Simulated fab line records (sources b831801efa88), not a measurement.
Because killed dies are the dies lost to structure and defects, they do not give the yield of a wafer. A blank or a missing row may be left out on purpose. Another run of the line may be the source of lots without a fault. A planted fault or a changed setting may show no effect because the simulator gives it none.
The same fault as seen by 2 desks + flow gf180mcu + each desk has only its own numbers; what lay behind them comes last

THE TOOL OWNER'S DESK: krf scanner-02
The tool's own readings at GF_M3_EXPOSE_11 (exposes mask Metal3, target cd 280 nm): means of the sampled wafers that have a number, for each lot that ran on this tool. The brackets show how far a lot's mean lies from the usual mean; more than 4 standard deviations puts the lot out of limits, marked OUT.
Columns: A = exposure dose mJ cm2 at GF_M3_EXPOSE_11, usual 27.96
| lot  | first seen here | A     |
|------|-----------------|-------|
| L719 | day 21 16:46    | 27.95 |
| L721 | day 22 11:14    | 27.99 |
| L723 | day 23 05:52    | 28.00 |
| L724 | day 23 22:04    | 27.93 |
| L725 | day 24 02:08    | 27.95 |
| L735 | day 27 03:57    | 27.92 |
| L736 | day 27 07:19    | 27.97 |
Finding of this desk: none of the 7 lots has anything out of limits.

FROM THE METROLOGY DESK
Lot by lot, what the gauges showed, no matter which tool ran the lot: averages of those sampled wafers that carry a number. The brackets show how far a lot's mean lies from the usual mean; more than 4 standard deviations puts the lot out of limits, marked OUT.
Columns: A = cd nm at GF_M2_CD_MEAS_14, usual 279.7 nm; B = M3_ALCU_THK at GF_M3_THK_MEAS_06, usual 447 nm; C = M3_OVL at GF_M3_OVL_MEAS_15, usual 0 nm
| lot  | first seen here | A     | B   | C            |
|------|-----------------|-------|-----|--------------|
| L717 | day 19 04:45    | 281.5 | 447 | -1           |
| L719 | day 20 01:58    | 282.0 | 451 | 4            |
| L720 | day 20 11:04    | 278.1 | 451 | 1            |
| L721 | day 20 19:38    | 279.2 | 446 | 1            |
| L722 | day 21 07:19    | 278.4 | 453 | 3            |
| L723 | day 21 14:49    | 279.1 | 438 | -8           |
| L724 | day 22 08:04    | 278.7 | 445 | -3           |
| L725 | day 22 13:17    | 280.1 | 451 | -2           |
| L735 | day 25 17:01    | 279.1 | 450 | 90 (+17) OUT |
| L736 | day 25 20:56    | 281.0 | 450 | 82 (+16) OUT |
| L738 | day 26 14:52    | 279.3 | 455 | 5            |
| L739 | day 26 21:28    | 281.1 | 442 | -6           |
| L740 | day 27 02:32    | 280.2 | 447 | -1           |
Finding of this desk: L735, L736 out of limits, first seen on L735 at day 27 13:52 (M3_OVL at GF_M3_OVL_MEAS_15). In limits: L717, L719, L720, L721, L722, L723, L724, L725, L738, L739, L740.

PUT TOGETHER
Metrology desk: alarm possible at day 27 13:52 on L735, L736.
The tool owner's desk saw nothing out of limits.
On record at the tool owner's desk: L735, L736, within its limits.
The lots listed all ran GF_M3_EXPOSE_11 on krf scanner-02.

WHAT THE SIMULATOR HAD PUT IN
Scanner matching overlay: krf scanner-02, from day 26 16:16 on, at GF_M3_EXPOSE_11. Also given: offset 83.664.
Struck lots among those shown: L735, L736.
Delay in hours, fault start to first out-of-limits reading, per desk: metrology desk 22.
